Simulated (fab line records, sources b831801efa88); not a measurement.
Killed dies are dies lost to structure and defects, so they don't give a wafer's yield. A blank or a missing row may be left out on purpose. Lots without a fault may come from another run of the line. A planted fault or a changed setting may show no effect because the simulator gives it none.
A struck lot beside a sound one | flow sky130 | 44 steps out of a route of 708
Sound: wafers L434.1, L434.3, L434.5. Struck: wafer L440.4. (L440.1, L440.2 of the same lot were not struck and are left out.) The cause comes at the end.
At each step with rows: each side's tool, then ch and its chambers, then its first start. Under that, the readings that differ: sound wafers | struck wafers | difference of the means | sigmas: that difference in standard deviations of wafers without a fault.
alike: readings whose means differ by less than 2 such deviations, and words and numbers that are the same on both sides. not compared: withheld readings, readings that some wafer has no value for, bounds like >300 that may hide the same value, and numbers for which the record gives no deviation and whose values overlap.
The two part at a step that has a row with sigmas, a row that says differs or no value, or rows on one side only. Numbers that don't overlap but have no deviation are shown without sigmas and don't part them. A reading that every wafer of one side lacks parts them only if that side has two wafers or more.

SKY_METAL4_CD_MEAS_13: target cd 300 nm.
  sound on cd_sem-02, day 44 12:21; struck on cd_sem-01, day 44 20:03
  alike: cd_nm
SKY_METAL4_OVL_MEAS_14:
  sound on overlay-01, day 44 12:28; struck on overlay-01, day 44 20:10
  alike: METAL4_OVL
then, 1 step without rows for these wafers: SKY_METAL4_DESCUM_15 (chemistry O2, time 8 s).
SKY_METAL4_ETCH_16: etches BARC in N2/H2, stops on SiO2, time 88.2 s, target depth 60 nm.
  sound on rie_metal-02 ch 0,1, day 44 12:32; struck on rie_metal-02 ch 1, day 44 20:14
  alike: bias_w, drypump_motor_current_A, oes_product_au, throttle_valve_pct
  not compared: rf_hours_counter_h
then, 2 steps without rows for these wafers: SKY_METAL4_ETCH_17 (etches SiO2 in C4F8/O2/Ar, stops on TiN, time 3.9 s, target depth 15 nm); SKY_METAL4_METAL_ETCH_18 (etches the open film in Cl2/BCl3, stops on SiO2, target depth 845 nm, time 183.1 s).
SKY_METAL4_STRIP_19: strips in O2/N2.
  sound on plasma_asher-03 ch 0,1, day 44 12:50; struck on plasma_asher-01 ch 1, day 44 20:32
  alike: drypump_motor_current_A, oes_product_au, strip_time_to_endpoint_s
  not compared: rf_hours_counter_h
then, 4 steps without rows for these wafers: SKY_METAL4_STRIP_20 (strips in post etch residue remover, time 1200 s); SKY_METAL4_CLEAN_21 (cleans in IPA, time 180 s); SKY_METAL4_CLEAN_22 (cleans in O3/DIW); SKY_VIA4_HDPCVD_00 (deposits SiO2, target thk 1750 nm, time 291.7 s).
SKY_VIA4_THK_MEAS_01:
  sound on film_metro-01, day 44 13:57; struck on film_metro-04, day 44 21:18
  alike: VIA4_HDPCVD_THK
SKY_VIA4_CMP_02: polishes SiO2.
  sound on cmp-02 ch 1,2,3, day 44 14:07; struck on cmp-01 ch 1, day 44 21:22
  reading                                  | sound           | struck | difference | sigmas
  model.SiO2_of_VIA4_HDPCVD_00.thk_nm (nm) | 581.2 583.9 580 | 638.4  | +56.7      |
  alike: motor_current_A
SKY_VIA4_BOW_MEAS_03:
  sound on film_metro-04, day 44 14:19; struck on film_metro-02, day 44 21:40
  alike: VIA4_BOW
then, 7 steps without rows for these wafers: SKY_VIA4_DEHYDRATE_04 (time 60 s); SKY_VIA4_HMDS_05 (prime time 60 s); SKY_VIA4_COAT_06 (resist thk 1140 nm); SKY_VIA4_SOFTBAKE_07 (time 60 s); SKY_VIA4_EXPOSE_08 (exposes mask VIM4, target cd 800 nm); SKY_VIA4_PEB_09; SKY_VIA4_DEVELOP_10 (develop time 60 s).
SKY_VIA4_OVL_MEAS_11:
  sound on overlay-01, day 45 13:45; struck on overlay-02, day 45 19:24
  reading       | sound          | struck | difference | sigmas
  VIA4_OVL (nm) | -1.8 -1.9 -3.3 | 1.8    | +4.1       | +3
SKY_VIA4_ETCH_12: etches SiO2 in C4F8/O2/Ar, stops on TiN, target depth 580 nm.
  sound on rie_diel-01 ch 0,2,3, day 45 13:47; struck on rie_diel-02 ch 0, day 45 19:26
  reading                          | sound             | struck | difference | sigmas
  oes_product_au (a.u.)            | 0.929 0.925 0.928 | 0.979  | +0.052     | +11
  model.etch.depth_nm (nm)         | 581.2 583.9 580   | 638.4  | +56.7      |
  model.VIA4.feature_depth_nm (nm) | 581.2 583.9 580   | 638.4  | +56.7      |
  alike: bias_w
then, 6 steps without rows for these wafers: SKY_VIA4_STRIP_13 (strips in O2/N2); SKY_VIA4_STRIP_14 (strips in post etch residue remover, time 1200 s); SKY_VIA4_CLEAN_15 (cleans in IPA, time 180 s); SKY_VIA4_CLEAN_16 (cleans in O3/DIW); SKY_VIA4_SPUTTER_17 (material TiN, target thk 20 nm, time 80 s); SKY_VIA4_CVD_18 (deposits W, target thk 505 nm, time 152.14 s).
SKY_VIA4_RS_MEAS_19: measures by four-point-probe.
  sound on film_metro-01, day 45 14:40; struck on film_metro-04, day 45 20:21
  reading            | sound             | struck | difference | sigmas
  VIA4_W_RS (ohm/sq) | 0.223 0.222 0.222 | 0.229  | +0.007     | +2
SKY_VIA4_THK_MEAS_20: measures by xrf.
  sound on film_metro-01, day 45 14:47; struck on film_metro-04, day 45 20:28
  alike: VIA4_W_THK
then, 1 step without rows for these wafers: SKY_VIA4_CMP_21 (polishes, stops on SiO2, t overpolish 25 s, target thk 0 nm).
SKY_METAL5_SPUTTER_00: material Ti, target thk 15 nm, time 10 s.
  sound on pvd_sputter-01, day 45 15:08; struck on pvd_sputter-04, day 45 20:50
  reading                | sound          | struck | difference | sigmas
  throttle_valve_pct (%) | 29.0 29.4 29.3 | 32.6   | +3.4       | +3
SKY_METAL5_SPUTTER_01: material TiN, target thk 20 nm, time 16.7 s.
  sound on pvd_sputter-01, day 45 15:10; struck on pvd_sputter-04, day 45 20:51
  reading                | sound          | struck | difference | sigmas
  throttle_valve_pct (%) | 29.0 29.2 29.3 | 32.7   | +3.5       | +3
SKY_METAL5_SPUTTER_02: material AlCu, target thk 1150 nm, time 61.2 s.
  sound on pvd_sputter-01, day 45 15:11; struck on pvd_sputter-04, day 45 20:52
  reading                | sound          | struck | difference | sigmas
  throttle_valve_pct (%) | 28.8 29.4 29.1 | 32.9   | +3.8       | +3
then, 2 steps without rows for these wafers: SKY_METAL5_SPUTTER_03 (material Ti, target thk 5 nm, time 3.3 s); SKY_METAL5_SPUTTER_04 (material TiN, target thk 70 nm, time 58.3 s).
SKY_METAL5_RS_MEAS_05: measures by four-point-probe.
  sound on film_metro-01, day 45 15:19; struck on film_metro-02, day 45 20:59
  alike: METAL5_ALCU_RS
SKY_METAL5_THK_MEAS_06: measures by xrf.
  sound on film_metro-01, day 45 15:26; struck on film_metro-02, day 45 21:07
  alike: METAL5_ALCU_THK
then, 3 steps without rows for these wafers: SKY_METAL5_DEHYDRATE_07 (time 60 s); SKY_METAL5_HMDS_08 (prime time 60 s); SKY_METAL5_COAT_09 (resist thk 1800 nm).
SKY_METAL5_METAL_ETCH_15: etches the open film in Cl2/BCl3, stops on SiO2, target depth 1260 nm, time 252 s.
  sound on rie_metal-02 ch 0,1, day 46 13:10; struck on rie_metal-03 ch 1, day 46 18:13
  reading                                  | sound             | struck | difference | sigmas
  drypump_motor_current_A (A)              | 5.5 5.5 5.9       | 5.0    | -0.6       | -2
  model.SiO2_of_VIA4_HDPCVD_00.thk_nm (nm) | 550.9 553.8 549.6 | 607.9  | +56.5      |
  alike: bias_w, oes_product_au, throttle_valve_pct
  not compared: rf_hours_counter_h
SKY_PAD_OPEN_PROBE_99:
  sound on prober-01, day 48 11:54; struck on prober-01, day 48 17:26
  reading                       | sound                | struck | difference | sigmas
  model.etest.via4_chain.rc_ohm | 0.7827 0.7812 0.7749 | 0.8746 | +0.0950    |

WHERE THEY PART
First at SKY_VIA4_OVL_MEAS_11; last, within this record, at SKY_METAL5_METAL_ETCH_15.

WHY: what the simulator had put in
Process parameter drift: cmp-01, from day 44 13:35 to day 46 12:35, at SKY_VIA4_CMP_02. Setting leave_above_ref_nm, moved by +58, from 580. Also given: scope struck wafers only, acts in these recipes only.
